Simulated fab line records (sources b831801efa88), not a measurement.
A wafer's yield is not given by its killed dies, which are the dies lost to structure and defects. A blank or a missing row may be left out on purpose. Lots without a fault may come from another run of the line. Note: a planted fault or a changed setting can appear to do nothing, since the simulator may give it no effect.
2 desks, one fault	flow gf180mcu	each desk has only its own numbers; what lay behind them comes last

## THE TOOL OWNER'S DESK: pvd-sputter-03
At GF_M4_SPUTTER_04 (material TiN, target thk 50 nm, time 41.7 s) the tool's own readings: per lot run on this tool, the mean of the sampled wafers that have a number. If a lot's mean is further than 4 standard deviations from the usual mean, the lot is out of limits and carries the mark OUT (the distance appears in the brackets).
Columns: A = throttle-valve-pct at GF_M4_SPUTTER_04, usual 29.9 %
lot	first seen here	A
L752	day 25 22:45	29.8
L758	day 27 21:26	29.8
Finding of this desk: none of the 2 lots has anything out of limits.

## METROLOGY DESK
Lot by lot, what the gauges showed, no matter which tool ran the lot: averages of those sampled wafers that carry a number. If a lot's mean is further than 4 standard deviations from the usual mean, the lot is out of limits and carries the mark OUT (the distance appears in the brackets). 7 of its 9 readings are shown, namely those furthest out on some lot.
Columns: A = V3_W_RS at GF_V3_RS_MEAS_24, usual 0.327 ohm/sq; B = V3_W_THK at GF_V3_THK_MEAS_25, usual 351 nm; C = M4_ALCU_RS at GF_M4_RS_MEAS_05, usual 0.0695 ohm/sq; D = M4_ALCU_THK at GF_M4_THK_MEAS_06, usual 448 nm; E = cd-nm at GF_M4_CD_MEAS_14, usual 279.9 nm; F = V4_CVD_00_THK at GF_V4_THK_MEAS_01, usual 597 nm; G = V4_CVD_02_THK at GF_V4_THK_MEAS_03, usual 847 nm
lot	first seen here	A	B	C	D	E	F	G
L744	day 23 10:40	0.321	361	0.0697	451	279.5	609	855
L752	day 25 22:09	0.326	355	0.0700	445	281.5	606	848
L757	day 27 11:01	0.328	346	0.0677	457	280.3	605	830
L758	day 27 20:46	0.330	352	0.0697	454	279.6	588	857
L763	day 29 03:27	0.336	340	0.0691	452	278.5	598	848
Finding of this desk: none of the 5 lots has anything out of limits.

## TAKEN TOGETHER
The tool owner's desk saw nothing out of limits.
From the metrology desk's view, nothing was out of limits.

## WHAT THE SIMULATOR PUT IN
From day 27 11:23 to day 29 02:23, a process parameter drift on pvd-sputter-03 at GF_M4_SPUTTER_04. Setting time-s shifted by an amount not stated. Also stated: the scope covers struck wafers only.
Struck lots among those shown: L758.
